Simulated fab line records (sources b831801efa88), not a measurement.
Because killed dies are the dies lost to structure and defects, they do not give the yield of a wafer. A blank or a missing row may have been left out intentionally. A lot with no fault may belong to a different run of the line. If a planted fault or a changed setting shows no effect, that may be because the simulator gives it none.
fab line records :: flow gf180mcu :: part 2 of 2: steps 30 to 38 of 38
record
  lots=5
  wafers=15
  last-day=32
route steps=602 shown SALICIDE@281 CONTACT@287 M1@315
lots that met no fault: taken from a fault-free run of the same line
start-h: hours from the record's first day to the start of the lot's first wafer shown :: wait-h: how many hours have passed since the lot's step before this one :: " identical to the entry in the row above :: L1.1+2: one row covering several wafers at once :: - no value, or no start was given :: * or withheld: withheld :: < > ~ a bound
route shown NAME@n: NAME is a module with steps in the file, n the number in the route of the first one :: usual: the fault-free wafers' mean and standard deviation :: same: alike in all rows :: chamber/n: place in a boat :: sites: readings site by site :: _std_site: the values' standard deviation :: _edge_site: mean of outer sites minus mean of inner sites :: radius-mm: for every site, how far away it sits from the centre of the wafer :: mask NAME#n: copy n :: behind: the tool/chamber that last shaped the wafer :: hold: cause of the lot's hold/its duration in hours/its outcome :: device: whichever transistor did not switch (one of n, p or np) :: end of line: tests of these same wafers at the route's end :: a step given without rows: its recipe and nothing more :: killed: count of dies lost to structure and defects at first sort (not the wafer's yield) :: map: a wafer's dies, x killed, . not, _ none there
set.NAME: the setting as run; set.NAME@STEP: as run at that earlier step :: model.NAME: the simulator's own value behind a step, which no gauge read
a table for each step, a row for each wafer; lots at some steps of the route
services: a tool's chamber out of use, with start hour (start-h, from the record's first day; less than 0 if before it), hours out, and reason
## steps
# step GF_CONTACT_SPUTTER_23
# recipe
  material=TiN
  target-thk-nm=10
  chamber-pressure-pa=5
  power-w=4000
  time-s=40
# usual
  throttle-valve-pct=30.2/1.1
# same
  time-s=40
lot.wafer: L075.1
tool: pvd-sputter-04
chamber: -
start-h: 374.00
wait-h: 0.0
throttle-valve-pct: 29.3

lot.wafer: L075.3
tool: pvd-sputter-04
chamber: -
start-h: 374.00
wait-h: 0.0
throttle-valve-pct: 29.5

lot.wafer: L075.4
tool: pvd-sputter-04
chamber: -
start-h: 374.00
wait-h: 0.0
throttle-valve-pct: 30.4

lot.wafer: L078.1
tool: pvd-sputter-01
chamber: -
start-h: 390.52
wait-h: 0.0
throttle-valve-pct: 29.8

lot.wafer: L078.5
tool: pvd-sputter-01
chamber: -
start-h: 390.52
wait-h: 0.0
throttle-valve-pct: 29.5

lot.wafer: L078.6
tool: pvd-sputter-01
chamber: -
start-h: 390.52
wait-h: 0.0
throttle-valve-pct: 30.5

lot.wafer: L081.4
tool: pvd-sputter-01
chamber: -
start-h: 427.49
wait-h: 0.0
throttle-valve-pct: 29.6

lot.wafer: L081.5
tool: pvd-sputter-01
chamber: -
start-h: 427.49
wait-h: 0.0
throttle-valve-pct: 29.7

lot.wafer: L081.6
tool: pvd-sputter-01
chamber: -
start-h: 427.49
wait-h: 0.0
throttle-valve-pct: 30.3

lot.wafer: L085.2
tool: pvd-sputter-03
chamber: -
start-h: 457.93
wait-h: 0.0
throttle-valve-pct: 31.4

lot.wafer: L085.5
tool: pvd-sputter-03
chamber: -
start-h: 457.93
wait-h: 0.0
throttle-valve-pct: 31.3

lot.wafer: L085.6
tool: pvd-sputter-03
chamber: -
start-h: 457.93
wait-h: 0.0
throttle-valve-pct: 32.2

lot.wafer: L088.1
tool: pvd-sputter-01
chamber: -
start-h: 490.26
wait-h: 0.0
throttle-valve-pct: 29.8

lot.wafer: L088.2
tool: pvd-sputter-01
chamber: -
start-h: 490.26
wait-h: 0.0
throttle-valve-pct: 30.8

lot.wafer: L088.5
tool: pvd-sputter-01
chamber: -
start-h: 490.26
wait-h: 0.0
throttle-valve-pct: 29.7
# step GF_CONTACT_CVD_24
# recipe
  material=W
  target-thk-nm=300
  time-s=90.339
  temp-c=400
  pressure-torr=40
# usual
  heater-power-w=848/91
# same
  time-s=90.339
lot.wafer: L075.1
tool: cvd-w-01
chamber: 0
start-h: 374.04
wait-h: 0.0
heater-power-w: 1074

lot.wafer: L075.3
tool: cvd-w-01
chamber: 1
start-h: 374.04
wait-h: 0.0
heater-power-w: 820

lot.wafer: L075.4
tool: cvd-w-01
chamber: 0
start-h: 374.04
wait-h: 0.0
heater-power-w: 1040

lot.wafer: L078.1
tool: cvd-w-02
chamber: 0
start-h: 390.55
wait-h: 0.0
heater-power-w: 787

lot.wafer: L078.5
tool: cvd-w-02
chamber: 0
start-h: 390.55
wait-h: 0.0
heater-power-w: 757

lot.wafer: L078.6
tool: cvd-w-02
chamber: 1
start-h: 390.55
wait-h: 0.0
heater-power-w: 805

lot.wafer: L081.4
tool: cvd-w-02
chamber: 1
start-h: 427.56
wait-h: 0.1
heater-power-w: 812

lot.wafer: L081.5
tool: cvd-w-02
chamber: 1
start-h: 427.56
wait-h: 0.1
heater-power-w: 808

lot.wafer: L081.6
tool: cvd-w-02
chamber: 0
start-h: 427.56
wait-h: 0.1
heater-power-w: 763

lot.wafer: L085.2
tool: cvd-w-02
chamber: 0
start-h: 458.00
wait-h: 0.1
heater-power-w: 769

lot.wafer: L085.5
tool: cvd-w-02
chamber: 0
start-h: 458.00
wait-h: 0.1
heater-power-w: 771

lot.wafer: L085.6
tool: cvd-w-02
chamber: 0
start-h: 458.00
wait-h: 0.1
heater-power-w: 756

lot.wafer: L088.1
tool: cvd-w-01
chamber: 0
start-h: 490.30
wait-h: 0.0
heater-power-w: 959

lot.wafer: L088.2
tool: cvd-w-01
chamber: 1
start-h: 490.30
wait-h: 0.0
heater-power-w: 769

lot.wafer: L088.5
tool: cvd-w-01
chamber: 1
start-h: 490.30
wait-h: 0.0
heater-power-w: 802
# step GF_CONTACT_RS_MEAS_25
# recipe
  thk-meas-gauge=four-point-probe
  reads=W_of_CONTACT_CVD_24+TiN_of_CONTACT_SPUTTER_23+Ti_of_CONTACT_SPUTTER_22
# usual
  CONTACT_W_RS=0.382/0.0041
lot.wafer: L075.1
tool: film-metro-03
chamber: -
start-h: 374.14
wait-h: 0.1
CONTACT_W_RS[ohm/sq]: 0.384

lot.wafer: L075.3
tool: film-metro-03
chamber: -
start-h: 374.14
wait-h: 0.1
CONTACT_W_RS[ohm/sq]: 0.385

lot.wafer: L075.4
tool: film-metro-03
chamber: -
start-h: 374.14
wait-h: 0.1
CONTACT_W_RS[ohm/sq]: 0.384

lot.wafer: L078.1
tool: film-metro-01
chamber: -
start-h: 390.65
wait-h: 0.1
CONTACT_W_RS[ohm/sq]: 0.382

lot.wafer: L078.5
tool: film-metro-01
chamber: -
start-h: 390.65
wait-h: 0.1
CONTACT_W_RS[ohm/sq]: 0.387

lot.wafer: L078.6
tool: film-metro-01
chamber: -
start-h: 390.65
wait-h: 0.1
CONTACT_W_RS[ohm/sq]: 0.386

lot.wafer: L081.4
tool: film-metro-01
chamber: -
start-h: 427.69
wait-h: 0.1
CONTACT_W_RS[ohm/sq]: 0.381

lot.wafer: L081.5
tool: film-metro-01
chamber: -
start-h: 427.69
wait-h: 0.1
CONTACT_W_RS[ohm/sq]: 0.383

lot.wafer: L081.6
tool: film-metro-01
chamber: -
start-h: 427.69
wait-h: 0.1
CONTACT_W_RS[ohm/sq]: 0.382

lot.wafer: L085.2
tool: film-metro-01
chamber: -
start-h: 458.19
wait-h: 0.2
CONTACT_W_RS[ohm/sq]: 0.375

lot.wafer: L085.5
tool: film-metro-01
chamber: -
start-h: 458.19
wait-h: 0.2
CONTACT_W_RS[ohm/sq]: 0.382

lot.wafer: L085.6
tool: film-metro-01
chamber: -
start-h: 458.19
wait-h: 0.2
CONTACT_W_RS[ohm/sq]: 0.378

lot.wafer: L088.1
tool: film-metro-03
chamber: -
start-h: 490.40
wait-h: 0.1
CONTACT_W_RS[ohm/sq]: 0.377

lot.wafer: L088.2
tool: film-metro-03
chamber: -
start-h: 490.40
wait-h: 0.1
CONTACT_W_RS[ohm/sq]: 0.380

lot.wafer: L088.5
tool: film-metro-03
chamber: -
start-h: 490.40
wait-h: 0.1
CONTACT_W_RS[ohm/sq]: 0.381
# step GF_CONTACT_THK_MEAS_26
# recipe
  thk-meas-gauge=xrf
  reads=W_of_CONTACT_CVD_24
# usual
  CONTACT_W_THK=308/4.3
lot.wafer: L075.1
tool: film-metro-03
chamber: -
start-h: 374.26
wait-h: 0.1
CONTACT_W_THK[nm]: 303

lot.wafer: L075.3
tool: film-metro-03
chamber: -
start-h: 374.26
wait-h: 0.1
CONTACT_W_THK[nm]: 300

lot.wafer: L075.4
tool: film-metro-03
chamber: -
start-h: 374.26
wait-h: 0.1
CONTACT_W_THK[nm]: 302

lot.wafer: L078.1
tool: film-metro-01
chamber: -
start-h: 390.77
wait-h: 0.1
CONTACT_W_THK[nm]: 308

lot.wafer: L078.5
tool: film-metro-01
chamber: -
start-h: 390.77
wait-h: 0.1
CONTACT_W_THK[nm]: 304

lot.wafer: L078.6
tool: film-metro-01
chamber: -
start-h: 390.77
wait-h: 0.1
CONTACT_W_THK[nm]: 303

lot.wafer: L081.4
tool: film-metro-01
chamber: -
start-h: 427.78
wait-h: 0.1
CONTACT_W_THK[nm]: 310

lot.wafer: L081.5
tool: film-metro-01
chamber: -
start-h: 427.78
wait-h: 0.1
CONTACT_W_THK[nm]: 307

lot.wafer: L081.6
tool: film-metro-01
chamber: -
start-h: 427.78
wait-h: 0.1
CONTACT_W_THK[nm]: 310

lot.wafer: L085.2
tool: film-metro-01
chamber: -
start-h: 458.30
wait-h: 0.1
CONTACT_W_THK[nm]: 313

lot.wafer: L085.5
tool: film-metro-01
chamber: -
start-h: 458.30
wait-h: 0.1
CONTACT_W_THK[nm]: 307

lot.wafer: L085.6
tool: film-metro-01
chamber: -
start-h: 458.30
wait-h: 0.1
CONTACT_W_THK[nm]: 311

lot.wafer: L088.1
tool: film-metro-03
chamber: -
start-h: 490.52
wait-h: 0.1
CONTACT_W_THK[nm]: 311

lot.wafer: L088.2
tool: film-metro-03
chamber: -
start-h: 490.52
wait-h: 0.1
CONTACT_W_THK[nm]: 308

lot.wafer: L088.5
tool: film-metro-03
chamber: -
start-h: 490.52
wait-h: 0.1
CONTACT_W_THK[nm]: 307
# step GF_CONTACT_CMP_27
# recipe
  stop-on=SiO2
  down-force-psi=3.5
  platen-rpm=60
  t-overpolish-s=15
  target-thk-nm=0
  pad-velocity-m-s=0.94248
# usual
  motor-current-A=10.9/1.3
  overpolish-run-s=15.001/0.009
  time-to-endpoint-s=72/3.9
lot.wafer: L075.1
tool: cmp-02
chamber: 1
start-h: 374.37
wait-h: 0.1
motor-current-A: 8.8
overpolish-run-s: 15.018
time-to-endpoint-s: 77

lot.wafer: L075.3
tool: cmp-02
chamber: 2
start-h: 374.37
wait-h: 0.1
motor-current-A: 12.3
overpolish-run-s: 14.997
time-to-endpoint-s: 67

lot.wafer: L075.4
tool: cmp-02
chamber: 0
start-h: 374.37
wait-h: 0.1
motor-current-A: 10.5
overpolish-run-s: 14.994
time-to-endpoint-s: 73

lot.wafer: L078.1
tool: cmp-02
chamber: 0
start-h: 390.98
wait-h: 0.2
motor-current-A: 10.4
overpolish-run-s: 15.007
time-to-endpoint-s: 77

lot.wafer: L078.5
tool: cmp-02
chamber: 1
start-h: 390.98
wait-h: 0.2
motor-current-A: 8.8
overpolish-run-s: 14.990
time-to-endpoint-s: 77

lot.wafer: L078.6
tool: cmp-02
chamber: 2
start-h: 390.98
wait-h: 0.2
motor-current-A: 12.7
overpolish-run-s: 15.009
time-to-endpoint-s: 69

lot.wafer: L081.4
tool: cmp-02
chamber: 3
start-h: 427.86
wait-h: 0.1
motor-current-A: 10.1
overpolish-run-s: 14.993
time-to-endpoint-s: 72

lot.wafer: L081.6
tool: cmp-02
chamber: 2
start-h: 427.86
wait-h: 0.1
motor-current-A: 12.5
overpolish-run-s: 14.989
time-to-endpoint-s: 69

lot.wafer: L081.5
tool: cmp-02
chamber: 3
start-h: 427.86
wait-h: 0.1
motor-current-A: 9.3
overpolish-run-s: 15.007
time-to-endpoint-s: 71

lot.wafer: L085.2
tool: cmp-01
chamber: 2
start-h: 458.40
wait-h: 0.1
motor-current-A: 11.9
overpolish-run-s: 15.010
time-to-endpoint-s: 72

lot.wafer: L085.5
tool: cmp-01
chamber: 1
start-h: 458.40
wait-h: 0.1
motor-current-A: 11.3
overpolish-run-s: 15.005
time-to-endpoint-s: 70

lot.wafer: L085.6
tool: cmp-01
chamber: 2
start-h: 458.40
wait-h: 0.1
motor-current-A: 12.6
overpolish-run-s: 15.001
time-to-endpoint-s: 71

lot.wafer: L088.2
tool: cmp-02
chamber: 2
start-h: 490.68
wait-h: 0.1
motor-current-A: 12.8
overpolish-run-s: 14.998
time-to-endpoint-s: 71

lot.wafer: L088.1
tool: cmp-02
chamber: 3
start-h: 490.68
wait-h: 0.1
motor-current-A: 9.9
overpolish-run-s: 14.999
time-to-endpoint-s: 74

lot.wafer: L088.5
tool: cmp-02
chamber: 0
start-h: 490.68
wait-h: 0.1
motor-current-A: 10.4
overpolish-run-s: 14.990
time-to-endpoint-s: 75
# step GF_M1_SPUTTER_00
# recipe
  material=Ti
  target-thk-nm=37.5
  arriving-ion-energy-ev=80
  substrate-temp-c=200
  chamber-pressure-pa=2
  power-w=4000
  time-s=150
# usual
  substrate-temp-c=199.99/0.17
  throttle-valve-pct=29.8/0.96
# same
  time-s=150
lot.wafer: L075.1
tool: pvd-sputter-04
chamber: -
start-h: 374.67
wait-h: 0.2
substrate-temp-c: 200.00
throttle-valve-pct: 29.2

lot.wafer: L075.3
tool: pvd-sputter-04
chamber: -
start-h: 374.67
wait-h: 0.2
substrate-temp-c: 199.90
throttle-valve-pct: 30.2

lot.wafer: L075.4
tool: pvd-sputter-04
chamber: -
start-h: 374.67
wait-h: 0.2
substrate-temp-c: 200.16
throttle-valve-pct: 30.2

lot.wafer: L078.1
tool: pvd-sputter-04
chamber: -
start-h: 391.13
wait-h: 0.1
substrate-temp-c: 199.84
throttle-valve-pct: 30.4

lot.wafer: L078.5
tool: pvd-sputter-04
chamber: -
start-h: 391.13
wait-h: 0.1
substrate-temp-c: 199.79
throttle-valve-pct: 29.2

lot.wafer: L078.6
tool: pvd-sputter-04
chamber: -
start-h: 391.13
wait-h: 0.1
substrate-temp-c: 200.27
throttle-valve-pct: 29.0

lot.wafer: L081.4
tool: pvd-sputter-02
chamber: -
start-h: 428.11
wait-h: 0.2
substrate-temp-c: 199.92
throttle-valve-pct: 28.9

lot.wafer: L081.5
tool: pvd-sputter-02
chamber: -
start-h: 428.11
wait-h: 0.2
substrate-temp-c: 200.25
throttle-valve-pct: 30.5

lot.wafer: L081.6
tool: pvd-sputter-02
chamber: -
start-h: 428.11
wait-h: 0.2
substrate-temp-c: 200.07
throttle-valve-pct: 28.5

lot.wafer: L085.2
tool: pvd-sputter-04
chamber: -
start-h: 458.65
wait-h: 0.2
substrate-temp-c: 199.91
throttle-valve-pct: 29.2

lot.wafer: L085.5
tool: pvd-sputter-04
chamber: -
start-h: 458.65
wait-h: 0.2
substrate-temp-c: 199.93
throttle-valve-pct: 30.1

lot.wafer: L085.6
tool: pvd-sputter-04
chamber: -
start-h: 458.65
wait-h: 0.2
substrate-temp-c: 200.11
throttle-valve-pct: 29.0

lot.wafer: L088.1
tool: pvd-sputter-04
chamber: -
start-h: 490.88
wait-h: 0.1
substrate-temp-c: 199.94
throttle-valve-pct: 29.3

lot.wafer: L088.2
tool: pvd-sputter-04
chamber: -
start-h: 490.88
wait-h: 0.1
substrate-temp-c: 199.96
throttle-valve-pct: 30.4

lot.wafer: L088.5
tool: pvd-sputter-04
chamber: -
start-h: 490.88
wait-h: 0.1
substrate-temp-c: 199.78
throttle-valve-pct: 29.2
# step GF_M1_SPUTTER_01
# recipe
  material=TiN
  target-thk-nm=30
  power-w=6500
  time-s=25
  chamber-pressure-pa=0.4
# usual
  throttle-valve-pct=29.9/0.99
# same
  time-s=25
lot.wafer: L075.1
tool: pvd-sputter-04
chamber: -
start-h: 374.77
wait-h: 0.1
throttle-valve-pct: 29.3

lot.wafer: L075.3
tool: pvd-sputter-04
chamber: -
start-h: 374.77
wait-h: 0.1
throttle-valve-pct: 30.4

lot.wafer: L075.4
tool: pvd-sputter-04
chamber: -
start-h: 374.77
wait-h: 0.1
throttle-valve-pct: 30.1

lot.wafer: L078.1
tool: pvd-sputter-04
chamber: -
start-h: 391.23
wait-h: 0.1
throttle-valve-pct: 30.3

lot.wafer: L078.5
tool: pvd-sputter-04
chamber: -
start-h: 391.23
wait-h: 0.1
throttle-valve-pct: 29.4

lot.wafer: L078.6
tool: pvd-sputter-04
chamber: -
start-h: 391.23
wait-h: 0.1
throttle-valve-pct: 29.1

lot.wafer: L081.4
tool: pvd-sputter-02
chamber: -
start-h: 428.21
wait-h: 0.1
throttle-valve-pct: 28.4

lot.wafer: L081.5
tool: pvd-sputter-02
chamber: -
start-h: 428.21
wait-h: 0.1
throttle-valve-pct: 30.4

lot.wafer: L081.6
tool: pvd-sputter-02
chamber: -
start-h: 428.21
wait-h: 0.1
throttle-valve-pct: 28.4

lot.wafer: L085.2
tool: pvd-sputter-04
chamber: -
start-h: 458.75
wait-h: 0.1
throttle-valve-pct: 29.1

lot.wafer: L085.5
tool: pvd-sputter-04
chamber: -
start-h: 458.75
wait-h: 0.1
throttle-valve-pct: 30.3

lot.wafer: L085.6
tool: pvd-sputter-04
chamber: -
start-h: 458.75
wait-h: 0.1
throttle-valve-pct: 29.1

lot.wafer: L088.1
tool: pvd-sputter-04
chamber: -
start-h: 490.98
wait-h: 0.1
throttle-valve-pct: 29.1

lot.wafer: L088.2
tool: pvd-sputter-04
chamber: -
start-h: 490.98
wait-h: 0.1
throttle-valve-pct: 30.2

lot.wafer: L088.5
tool: pvd-sputter-04
chamber: -
start-h: 490.98
wait-h: 0.1
throttle-valve-pct: 29.1
# step GF_M1_SPUTTER_02
# recipe
  material=AlCu
  target-thk-nm=450
  power-w=10600
  time-s=23.9
  chamber-pressure-pa=0.4
# usual
  throttle-valve-pct=29.9/0.98
# same
  time-s=23.9
lot.wafer: L075.1
tool: pvd-sputter-04
chamber: -
start-h: 374.80
wait-h: 0.0
throttle-valve-pct: 29.2

lot.wafer: L075.3
tool: pvd-sputter-04
chamber: -
start-h: 374.80
wait-h: 0.0
throttle-valve-pct: 30.4

lot.wafer: L075.4
tool: pvd-sputter-04
chamber: -
start-h: 374.80
wait-h: 0.0
throttle-valve-pct: 30.4

lot.wafer: L078.1
tool: pvd-sputter-04
chamber: -
start-h: 391.27
wait-h: 0.0
throttle-valve-pct: 30.3

lot.wafer: L078.5
tool: pvd-sputter-04
chamber: -
start-h: 391.27
wait-h: 0.0
throttle-valve-pct: 29.3

lot.wafer: L078.6
tool: pvd-sputter-04
chamber: -
start-h: 391.27
wait-h: 0.0
throttle-valve-pct: 29.0

lot.wafer: L081.4
tool: pvd-sputter-02
chamber: -
start-h: 428.24
wait-h: 0.0
throttle-valve-pct: 28.7

lot.wafer: L081.5
tool: pvd-sputter-02
chamber: -
start-h: 428.24
wait-h: 0.0
throttle-valve-pct: 30.4

lot.wafer: L081.6
tool: pvd-sputter-02
chamber: -
start-h: 428.24
wait-h: 0.0
throttle-valve-pct: 29.0

lot.wafer: L085.2
tool: pvd-sputter-04
chamber: -
start-h: 458.78
wait-h: 0.0
throttle-valve-pct: 29.3

lot.wafer: L085.5
tool: pvd-sputter-04
chamber: -
start-h: 458.78
wait-h: 0.0
throttle-valve-pct: 30.3

lot.wafer: L085.6
tool: pvd-sputter-04
chamber: -
start-h: 458.78
wait-h: 0.0
throttle-valve-pct: 29.1

lot.wafer: L088.1
tool: pvd-sputter-04
chamber: -
start-h: 491.01
wait-h: 0.0
throttle-valve-pct: 29.5

lot.wafer: L088.2
tool: pvd-sputter-04
chamber: -
start-h: 491.01
wait-h: 0.0
throttle-valve-pct: 30.3

lot.wafer: L088.5
tool: pvd-sputter-04
chamber: -
start-h: 491.01
wait-h: 0.0
throttle-valve-pct: 29.0
# step GF_M1_SPUTTER_03
# recipe
  material=Ti
  target-thk-nm=10
  substrate-temp-c=300
  chamber-pressure-pa=0.3
  power-w=3000
  time-s=6.7
# usual
  substrate-temp-c=300.00/0.2
  throttle-valve-pct=29.9/0.99
# same
  time-s=6.7
lot.wafer: L075.1
tool: pvd-sputter-04
chamber: -
start-h: 374.83
wait-h: 0.0
substrate-temp-c: 300.03
throttle-valve-pct: 29.1

lot.wafer: L075.3
tool: pvd-sputter-04
chamber: -
start-h: 374.83
wait-h: 0.0
substrate-temp-c: 300.25
throttle-valve-pct: 30.3

lot.wafer: L075.4
tool: pvd-sputter-04
chamber: -
start-h: 374.83
wait-h: 0.0
substrate-temp-c: 300.08
throttle-valve-pct: 30.4

lot.wafer: L078.1
tool: pvd-sputter-04
chamber: -
start-h: 391.30
wait-h: 0.0
substrate-temp-c: 299.92
throttle-valve-pct: 30.1

lot.wafer: L078.5
tool: pvd-sputter-04
chamber: -
start-h: 391.30
wait-h: 0.0
substrate-temp-c: 300.09
throttle-valve-pct: 29.0

lot.wafer: L078.6
tool: pvd-sputter-04
chamber: -
start-h: 391.30
wait-h: 0.0
substrate-temp-c: 299.95
throttle-valve-pct: 28.9

lot.wafer: L081.4
tool: pvd-sputter-02
chamber: -
start-h: 428.27
wait-h: 0.0
substrate-temp-c: 299.96
throttle-valve-pct: 28.9

lot.wafer: L081.5
tool: pvd-sputter-02
chamber: -
start-h: 428.27
wait-h: 0.0
substrate-temp-c: 299.94
throttle-valve-pct: 30.6

lot.wafer: L081.6
tool: pvd-sputter-02
chamber: -
start-h: 428.27
wait-h: 0.0
substrate-temp-c: 300.03
throttle-valve-pct: 28.5

lot.wafer: L085.2
tool: pvd-sputter-04
chamber: -
start-h: 458.81
wait-h: 0.0
substrate-temp-c: 299.75
throttle-valve-pct: 29.3

lot.wafer: L085.5
tool: pvd-sputter-04
chamber: -
start-h: 458.81
wait-h: 0.0
substrate-temp-c: 300.28
throttle-valve-pct: 30.5

lot.wafer: L085.6
tool: pvd-sputter-04
chamber: -
start-h: 458.81
wait-h: 0.0
substrate-temp-c: 300.34
throttle-valve-pct: 29.0

lot.wafer: L088.1
tool: pvd-sputter-04
chamber: -
start-h: 491.04
wait-h: 0.0
substrate-temp-c: 300.03
throttle-valve-pct: 29.2

lot.wafer: L088.2
tool: pvd-sputter-04
chamber: -
start-h: 491.04
wait-h: 0.0
substrate-temp-c: 300.24
throttle-valve-pct: 30.2

lot.wafer: L088.5
tool: pvd-sputter-04
chamber: -
start-h: 491.04
wait-h: 0.0
substrate-temp-c: 299.99
throttle-valve-pct: 29.1
## services
tool: wet-bench-04
chamber: -
start-h: 327.00
hours: 1.0
kind: repair

tool: cmp-01
chamber: -
start-h: 337.91
hours: 3.1
kind: repair

tool: cmp-01
chamber: -
start-h: 344.14
hours: 1.3
kind: repair

tool: pecvd-03
chamber: 2
start-h: 352.84
hours: 2.9
kind: repair

tool: pvd-sputter-03
chamber: -
start-h: 361.12
hours: 0.8
kind: repair

tool: rie-diel-02
chamber: -
start-h: 361.88
hours: 2.8
kind: pm

tool: cmp-01
chamber: -
start-h: 362.28
hours: 2.1
kind: repair

tool: pecvd-03
chamber: -
start-h: 368.88
hours: 14.0
kind: pm

tool: krf-scanner-01
chamber: -
start-h: 379.73
hours: 1.1
kind: repair

tool: pvd-sputter-04
chamber: -
start-h: 381.17
hours: 4.4
kind: repair

tool: cmp-02
chamber: -
start-h: 382.76
hours: 0.5
kind: repair

tool: wet-bench-04
chamber: -
start-h: 390.71
hours: 1.2
kind: repair

tool: cmp-02
chamber: -
start-h: 395.01
hours: 0.9
kind: repair

tool: krf-scanner-01
chamber: -
start-h: 399.10
hours: 2.2
kind: repair

tool: rtp-anneal-02
chamber: -
start-h: 399.71
hours: 4.6
kind: pm

tool: cmp-01
chamber: -
start-h: 401.09
hours: 0.9
kind: repair

tool: cmp-01
chamber: -
start-h: 404.27
hours: 4.0
kind: pm

tool: cmp-02
chamber: -
start-h: 420.70
hours: 4.9
kind: pm

tool: krf-scanner-01
chamber: -
start-h: 429.05
hours: 1.0
kind: pm

tool: pvd-sputter-04
chamber: -
start-h: 429.06
hours: 0.9
kind: repair

tool: cmp-02
chamber: -
start-h: 430.62
hours: 9.4
kind: pm

tool: rie-diel-02
chamber: -
start-h: 433.69
hours: 0.6
kind: repair

tool: wet-bench-04
chamber: -
start-h: 450.41
hours: 2.8
kind: repair

tool: cmp-02
chamber: -
start-h: 458.66
hours: 2.7
kind: repair
